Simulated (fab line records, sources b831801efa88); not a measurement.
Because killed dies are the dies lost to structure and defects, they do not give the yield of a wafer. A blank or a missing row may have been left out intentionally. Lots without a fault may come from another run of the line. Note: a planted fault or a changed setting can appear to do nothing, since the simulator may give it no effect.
Check of tool commonality | flow gf180mcu | 12 lots and 36 wafers in the sample

== REASON IT WAS OPENED ==
GF_LVPWELL_TW_MEAS_11, reading LVPWELL_TW: flagged on 2 of 12 lots. Fault-free wafers read 555, with a standard deviation of 5.4.
Rule: flag the lot when none of its wafers has a number, or when each of its wafers that has one lies beyond 4 standard deviations from that mean. All remaining lots are regarded as sound.

lot  | measured    | on           | LVPWELL_TW, wafer by wafer | flag
L780 | day 4 06:07 | filmMetro-01 | 551 554 554                | 
L781 | day 4 12:29 | filmMetro-04 | 547 549 548                | 
L782 | day 4 18:49 | filmMetro-02 | 562 562 562                | 
L784 | day 5 01:34 | filmMetro-01 | 552 553 552                | 
L785 | day 5 09:47 | filmMetro-02 | 562 563 561                | 
L787 | day 5 18:25 | filmMetro-02 | 559 560 560                | 
L788 | day 5 23:49 | filmMetro-01 | 554 556 554                | 
L789 | day 6 07:59 | filmMetro-01 | 553 554 556                | 
L791 | day 6 19:27 | filmMetro-02 | 593 592 591                | FLAGGED
L792 | day 6 23:58 | filmMetro-02 | 559 562 567                | 
L798 | day 8 09:59 | filmMetro-01 | 586 585 587                | FLAGGED
L802 | day 9 06:32 | filmMetro-04 | 550 549 551                | 
On average the flagged lots' numbers are 589, which is +34 against the usual, or +6 standard deviations.

== TOOL THAT RAN EACH LOT ==
The record holds 1 process step before the reading, out of a route of 602 steps. Each cell gives the tool, then ch followed by the chambers the sampled wafers passed through, then the start.
lot  | flag    | GF_LVPWELL_IMPLANT_09
L780 |         | implanter-03 ch 0, day 4 05:52
L781 |         | implanter-04 ch 0, day 4 12:16
L782 |         | implanter-04 ch 0, day 4 18:34
L784 |         | implanter-04 ch 0, day 5 01:19
L785 |         | implanter-02 ch 0, day 5 09:34
L787 |         | implanter-03 ch 0, day 5 18:10
L788 |         | implanter-02 ch 0, day 5 23:34
L789 |         | implanter-02 ch 0, day 6 07:44
L791 | FLAGGED | implanter-03 ch 0, day 6 18:53
L792 |         | implanter-02 ch 0, day 6 23:43
L798 | FLAGGED | implanter-03 ch 0, day 8 09:26
L802 |         | implanter-03 ch 0, day 9 06:17
What these steps do:
- GF_LVPWELL_IMPLANT_09
- GF_LVPWELL_TW_MEAS_11

== FLAGGED OVER TOTAL, TOOL BY TOOL (the gauges that took the reading come last) ==
step                  | tool         | lots run | flagged | share of the flagged lots | sound lots run after its first flagged lot
GF_LVPWELL_IMPLANT_09 | implanter-02 | 4        | 0       | none                      | -
GF_LVPWELL_IMPLANT_09 | implanter-03 | 5        | 2       | all                       | 1 (L802)
GF_LVPWELL_IMPLANT_09 | implanter-04 | 3        | 0       | none                      | -
GF_LVPWELL_TW_MEAS_11 | filmMetro-01 | 5        | 1       | some                      | 0
GF_LVPWELL_TW_MEAS_11 | filmMetro-02 | 5        | 1       | some                      | 1 (L792)
GF_LVPWELL_TW_MEAS_11 | filmMetro-04 | 2        | 0       | none                      | -

== WHAT IS ALLOWED BY THE TABLE ==
All flagged lots share 1 row of the table, namely implanter-03 at GF_LVPWELL_IMPLANT_09.
- implanter-03 at GF_LVPWELL_IMPLANT_09: 2 of its 5 lots flagged. Lots that were sound ran on it after the first flagged one (L802); a persistent fault on the entire tool would not allow that.
No row of the table ran every flagged lot and no sound lot after the first.

== WHAT THE SIMULATOR PUT IN ==
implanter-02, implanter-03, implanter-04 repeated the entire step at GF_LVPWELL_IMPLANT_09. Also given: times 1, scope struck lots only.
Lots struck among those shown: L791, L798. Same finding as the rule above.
